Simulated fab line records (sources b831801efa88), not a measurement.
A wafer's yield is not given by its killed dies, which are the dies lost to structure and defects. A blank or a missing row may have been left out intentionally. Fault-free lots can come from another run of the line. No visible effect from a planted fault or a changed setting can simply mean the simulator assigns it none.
fab line records | flow sky130
record: lots: 15 wafers: 45 last_day: 50
route steps=708 shown METAL1@450 VIA1@480 METAL2@483
lots that met no fault: taken from a fault-free run of the same line
start_h: hours from the record's opening day to when the first of the lot's shown wafers began | wait_h: hours since the lot's step before | " the same as in the row above | L1.1+2: several wafers, shown together as one row | - either no value or no given start | * or withheld: withheld | < > ~ a bound
route shown NAME@n: NAME is a module with steps in the file, n the number in the route of the first one | usual: mean/standard deviation of fault-free wafers | same: alike in all rows | chamber/n: place in a boat | sites: each site's reading | _std_site: standard deviation across them | _edge_site: inner sites' mean taken away from outer sites' mean | radius_mm: for every site, how far away it sits from the centre of the wafer | mask NAME#n: copy n | behind: the tool/chamber that last shaped the wafer | hold: why the lot was held/for how many hours/how that ended | device: which transistor (n, p or np) failed to switch | end of line: the route-end tests of the same wafers | a step with no rows: only its recipe | killed: dies lost to structure and defects at the first sort, not the wafer's yield | map: a wafer's dies, marking killed ones x, the rest . and places with no die _
set.NAME: setting as actually run; set.NAME@STEP: the setting as run at that earlier step | model.NAME: the simulator's own value behind a step, which no gauge read
one table for each step of the route and one row for each wafer, over a sample of lots
services: from which hour (start_h, from the record's first day; less than 0 if before it) a tool's chamber was out of use, for how many hours, and why
== steps ==
step: SKY_METAL1_OVL_MEAS_16
usual: METAL1_OVL: -1/5.2
columns lot.wafer tool chamber start_h wait_h METAL1_OVL[nm]
L823.1 overlay-01 - 758.27 0.1 -6
L823.3 " - " " 2
L823.4 " - " " -1
L824.1 overlay-02 - 761.35 0.1 1
L824.3 " - " " -7
L824.4 " - " " -4
L827.1 overlay-02 - 799.87 0.1 -3
L827.4 " - " " -2
L827.5 " - " " 0
L830.1 overlay-02 - 814.87 0.1 -14
L830.2 " - " " -8
L830.3 " - " " -8
L831.1 overlay-01 - 819.97 0.1 1
L831.3 " - " " 5
L831.6 " - " " 4
L832.1 overlay-02 - 832.77 0.1 -10
L832.2 " - " " -2
L832.6 " - " " -9
L833.1 overlay-02 - 835.17 0.1 -4
L833.3 " - " " -2
L833.4 " - " " -2
L834.4 overlay-01 - 843.89 0.1 8
L834.5 " - " " 6
L834.6 " - " " 6
L835.1 overlay-01 - 854.67 0.1 6
L835.3 " - " " 7
L835.6 " - " " 7
L840.3 overlay-01 - 895.47 0.1 5
L840.4 " - " " 6
L840.5 " - " " 6
L841.2 overlay-01 - 914.48 0.1 0
L841.3 " - " " -2
L841.5 " - " " 0
L844.1 overlay-01 - 916.97 0.1 -6
L844.2 " - " " 1
L844.4 " - " " 4
L843.2 overlay-01 - 918.76 0.1 -7
L843.4 " - " " -5
L843.6 " - " " -3
L845.1 overlay-02 - 923.77 0.1 0
L845.4 " - " " -5
L845.5 " - " " -4
L846.1 overlay-02 - 933.27 0.1 -4
L846.4 " - " " 0
L846.6 " - " " 3
step: SKY_VIA1_RS_MEAS_22
recipe: thk_meas_gauge: four-point-probe reads: W_of_VIA1_CVD_21+TiN_of_VIA1_SPUTTER_20
usual: VIA1_W_RS: 0.424/0.0046
columns lot.wafer tool chamber start_h wait_h VIA1_W_RS[ohm/sq]
L823.1 film_metro-01 - 786.88 0.1 0.422
L823.3 " - " " 0.422
L823.4 " - " " 0.421
L824.1 film_metro-02 - 790.62 0.1 0.417
L824.3 " - " " 0.414
L824.4 " - " " 0.418
L827.1 film_metro-01 - 826.82 0.1 0.427
L827.4 " - " " 0.425
L827.5 " - " " 0.421
L830.1 film_metro-04 - 843.74 0.1 0.425
L830.2 " - " " 0.428
L830.3 " - " " 0.427
L831.1 film_metro-02 - 848.98 0.1 0.419
L831.3 " - " " 0.422
L831.6 " - " " 0.417
L832.1 film_metro-01 - 862.20 0.1 0.422
L832.2 " - " " 0.423
L832.6 " - " " 0.422
L833.1 film_metro-01 - 863.28 0.1 0.423
L833.3 " - " " 0.424
L833.4 " - " " 0.423
L834.4 film_metro-04 - 872.63 0.1 0.424
L834.5 " - " " 0.427
L834.6 " - " " 0.428
L835.1 film_metro-01 - 882.68 0.1 0.417
L835.3 " - " " 0.416
L835.6 " - " " 0.416
L840.3 film_metro-01 - 923.04 0.1 0.431
L840.4 " - " " 0.435
L840.5 " - " " 0.431
L841.2 film_metro-02 - 941.59 0.1 0.418
L841.3 " - " " 0.422
L841.5 " - " " 0.422
L844.1 film_metro-02 - 943.93 0.1 0.432
L844.2 " - " " 0.427
L844.4 " - " " 0.428
L843.2 film_metro-02 - 945.31 0.1 0.433
L843.4 " - " " 0.429
L843.6 " - " " 0.431
L845.1 film_metro-04 - 950.49 0.1 0.423
L845.4 " - " " 0.423
L845.5 " - " " 0.423
L846.1 film_metro-01 - 959.78 0.1 0.427
L846.4 " - " " 0.429
L846.6 " - " " 0.421
step: SKY_METAL2_SPUTTER_00
recipe: material: Ti target_thk_nm: 15 power_w: 3000 time_s: 10 chamber_pressure_pa: 0.4
usual: cathode_dc_power_W: 3000.0/0.51 chamber_pressure_pa: 0.4000/0.00085 throttle_valve_pct: 29.9/0.95
columns lot.wafer tool chamber start_h wait_h cathode_dc_power_W chamber_pressure_pa throttle_valve_pct
L823.1 pvd_sputter-04 - 787.36 0.2 2999.5 0.4001 29.0
L823.3 " - " " 2999.1 0.4003 31.6
L823.4 " - " " 3000.3 0.3995 30.2
L824.1 pvd_sputter-01 - 791.10 0.2 2999.9 0.3999 30.0
L824.3 " - " " 2999.2 0.3991 29.3
L824.4 " - " " 2999.8 0.4000 29.4
L827.1 pvd_sputter-04 - 827.30 0.2 2999.3 0.4003 29.4
L827.4 " - " " 2999.5 0.3998 31.7
L827.5 " - " " 3000.9 0.4003 31.7
L830.1 pvd_sputter-02 - 844.22 0.2 2999.7 0.3996 30.4
L830.2 " - " " 3000.0 0.3998 28.7
L830.3 " - " " 2999.7 0.3989 29.5
L831.1 pvd_sputter-04 - 849.46 0.2 3000.1 0.4003 31.6
L831.3 " - " " 3000.4 0.3994 29.9
L831.6 " - " " 3000.9 0.3995 29.2
L832.1 pvd_sputter-02 - 862.68 0.1 - - -
L832.2 " - " " - - -
L832.6 " - " " - - -
L833.1 pvd_sputter-04 - 863.85 0.1 - - -
L833.3 " - " " - - -
L833.4 " - " " - - -
L834.4 pvd_sputter-04 - 873.05 0.1 - - -
L834.5 " - " " - - -
L834.6 " - " " - - -
L835.1 pvd_sputter-01 - 883.16 0.1 2999.4 0.3986 29.7
L835.3 " - " " 2998.9 0.3997 30.2
L835.6 " - " " 2999.7 0.4010 30.0
L840.3 pvd_sputter-04 - 923.48 0.1 3000.2 0.4008 29.0
L840.4 " - " " 3000.4 0.4007 31.8
L840.5 " - " " 3000.4 0.3991 30.1
L841.2 pvd_sputter-04 - 942.05 0.2 2999.8 0.4004 29.2
L841.3 " - " " 3000.2 0.4002 31.7
L841.5 " - " " 2999.8 0.3992 31.8
L844.1 pvd_sputter-01 - 944.41 0.1 2999.2 0.3990 29.8
L844.2 " - " " 3000.4 0.4001 29.9
L844.4 " - " " 3000.1 0.3985 29.2
L843.2 pvd_sputter-04 - 945.77 0.2 2999.8 0.3999 29.2
L843.4 " - " " 2999.4 0.3992 30.0
L843.6 " - " " 2999.6 0.3985 31.9
L845.1 pvd_sputter-04 - 950.97 0.1 2999.8 0.4010 30.1
L845.4 " - " " 3000.4 0.3995 28.8
L845.5 " - " " 3001.5 0.4001 30.3
L846.1 pvd_sputter-04 - 960.26 0.1 3000.2 0.3994 29.7
L846.4 " - " " 3000.0 0.4005 30.1
L846.6 " - " " 3000.4 0.4005 29.0
step: SKY_METAL2_SPUTTER_03
recipe: material: Ti target_thk_nm: 5 power_w: 3000 time_s: 3.3 chamber_pressure_pa: 0.4
usual: cathode_dc_power_W: 3000.0/0.51 chamber_pressure_pa: 0.3999/0.0008 throttle_valve_pct: 29.9/0.97
columns lot.wafer tool chamber start_h wait_h cathode_dc_power_W chamber_pressure_pa throttle_valve_pct
L823.1 pvd_sputter-04 - 787.43 0.0 2999.5 0.3996 29.0
L823.3 " - " " 3000.3 0.4006 32.0
L823.4 " - " " 2999.8 0.4006 30.2
L824.1 pvd_sputter-01 - 791.18 0.0 2999.6 0.3999 29.9
L824.3 " - " " 2999.7 0.3997 29.3
L824.4 " - " " 2999.9 0.4007 29.6
L827.1 pvd_sputter-04 - 827.37 0.0 3000.9 0.3994 29.0
L827.4 " - " " 2999.3 0.3982 31.5
L827.5 " - " " 3000.7 0.3979 31.6
L830.1 pvd_sputter-02 - 844.30 0.0 2999.3 0.3998 30.6
L830.2 " - " " 3001.0 0.4007 28.5
L830.3 " - " " 2999.3 0.3999 29.4
L831.1 pvd_sputter-04 - 849.54 0.0 3000.1 0.3998 31.8
L831.3 " - " " 3000.3 0.4007 30.3
L831.6 " - " " 3000.9 0.3994 29.0
L832.1 pvd_sputter-02 - 862.75 0.0 3000.1 0.3992 28.7
L832.2 " - " " 2999.5 0.4001 28.4
L832.6 " - " " 2999.9 0.3996 28.4
L833.1 pvd_sputter-04 - 863.92 0.0 3000.7 0.4001 29.0
L833.3 " - " " 3000.5 0.4011 29.8
L833.4 " - " " 3000.4 0.4005 29.9
L834.4 pvd_sputter-04 - 873.13 0.0 2999.9 0.3998 29.0
L834.5 " - " " 2999.3 0.4005 31.8
L834.6 " - " " 2999.3 0.3992 29.1
L835.1 pvd_sputter-01 - 883.24 0.0 2999.8 0.4001 29.3
L835.3 " - " " 3000.1 0.3991 29.9
L835.6 " - " " 3000.3 0.3989 29.7
L840.3 pvd_sputter-04 - 923.56 0.0 2999.9 0.4009 29.0
L840.4 " - " " 3000.1 0.3995 31.4
L840.5 " - " " 2999.6 0.3994 30.2
L841.2 pvd_sputter-04 - 942.13 0.0 3000.6 0.4000 29.1
L841.3 " - " " 3000.5 0.3995 31.5
L841.5 " - " " 2999.9 0.3997 31.9
L844.1 pvd_sputter-01 - 944.48 0.0 3000.1 0.3991 29.9
L844.2 " - " " 3000.1 0.4015 30.1
L844.4 " - " " 3000.2 0.4005 29.3
L843.2 pvd_sputter-04 - 945.85 0.0 3000.3 0.3999 29.1
L843.4 " - " " 2999.4 0.4000 29.9
L843.6 " - " " 3001.3 0.3992 31.7
L845.1 pvd_sputter-04 - 951.04 0.0 2999.6 0.3989 30.0
L845.4 " - " " 3000.0 0.4016 29.3
L845.5 " - " " 3000.3 0.3998 30.0
L846.1 pvd_sputter-04 - 960.33 0.0 2999.6 0.3998 30.0
L846.4 " - " " 2999.6 0.3991 30.0
L846.6 " - " " 3000.2 0.4004 29.0
== services ==
columns tool chamber start_h hours kind
pvd_sputter-02 - 788.00 3.3 repair
pvd_sputter-02 - 834.65 0.7 repair
pvd_sputter-01 - 888.00 1.1 repair
pvd_sputter-04 - 911.49 1.2 repair
pvd_sputter-04 - 918.46 2.5 repair
== key ==
first_sign: step: SKY_METAL2_SPUTTER_00 reading: tool_record direction: missing
effect none on later readings
met_at SKY_METAL2_SPUTTER_00
struck_lots L832,L833,L834
later_rows_left_out L832.1,L832.2,L832.6,L833.1,L833.3,L833.4,L834.4,L834.5,L834.6
sort_left_out L832.1,L832.2,L832.6,L833.1,L833.3,L833.4,L834.4,L834.5,L834.6
not_acting_at SKY_METAL1_OVL_MEAS_16,SKY_VIA1_RS_MEAS_22,SKY_METAL2_SPUTTER_03
onset_between 849.46 862.68
fault: kind: skipped_step_whole tool: pvd_sputter-02,pvd_sputter-04 chamber: - onset_h: 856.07 steps: SKY_METAL2_SPUTTER_00 scope: struck_lots_only
sort_left_out: the simulated sort isn't trusted on such a fault, so these wafers' sort isn't shown, and their yield isn't known
later_rows_left_out: the simulator's readings of these wafers behind a module that went badly wrong aren't trusted and aren't shown, but for the sort
